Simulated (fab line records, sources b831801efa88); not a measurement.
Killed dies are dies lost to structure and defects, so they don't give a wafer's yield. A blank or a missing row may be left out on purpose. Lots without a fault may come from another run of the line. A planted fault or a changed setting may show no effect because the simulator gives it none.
One fault seen from 2 desks | flow gf180mcu | each desk has only its own numbers; what lay behind them comes last

THE TOOL OWNER'S DESK: plasma_asher-01
The tool's own readings at GF_M3_STRIP_17 (strips in O2/N2): means of the sampled wafers that have a number, for each lot that ran on this tool. A lot is out of limits, marked OUT, if its mean lies more than 4 standard deviations from the usual mean; the brackets give that distance.
Columns: A = drypump_motor_current_A at GF_M3_STRIP_17, usual 5.6 A; B = heater_power_w at GF_M3_STRIP_17, usual 329 W; C = oes_product_au at GF_M3_STRIP_17, usual 0.557 a.u.; D = strip_time_to_endpoint_s at GF_M3_STRIP_17, usual 7.86 s
lot  | first seen here | A   | B   | C     | D
L576 | day 22 18:02    | 5.5 | 313 | 0.561 | 7.85
L577 | day 23 06:18    | 5.6 | 330 | 0.563 | 7.87
L583 | day 24 22:59    | 5.6 | 328 | 0.558 | 7.84
L582 | day 25 03:15    | 5.5 | 310 | 0.559 | 7.87
L584 | day 25 17:48    | 5.6 | 330 | 0.556 | 7.92
This desk's finding: nothing out of limits on any of the 5 lots.

THE METROLOGY DESK
What the gauges read, lot by lot, whatever tool the lot ran on: means of the sampled wafers that have a number. A lot is out of limits, marked OUT, if its mean lies more than 4 standard deviations from the usual mean; the brackets give that distance.
Columns: A = TOP_METAL_ALCU_THK at GF_TOP_METAL_THK_MEAS_06, usual 900 nm
lot  | first seen here | A
L574 | day 27 20:22    | 904
L575 | day 28 02:51    | 907
L576 | day 28 11:16    | 905
L577 | day 28 21:25    | 897
L581 | day 29 23:14    | 899
L583 | day 30 09:23    | 898
L582 | day 30 12:06    | 902
L584 | day 31 01:53    | 898
L585 | day 31 04:25    | 904
L588 | day 31 20:22    | 900
L590 | day 32 04:49    | 891
L592 | day 32 21:39    | 895
L593 | day 33 02:44    | 891
This desk's finding: nothing out of limits on any of the 13 lots.

PUT TOGETHER
The tool owner's desk saw nothing out of limits.
The metrology desk saw nothing out of limits.

WHAT THE SIMULATOR HAD PUT IN
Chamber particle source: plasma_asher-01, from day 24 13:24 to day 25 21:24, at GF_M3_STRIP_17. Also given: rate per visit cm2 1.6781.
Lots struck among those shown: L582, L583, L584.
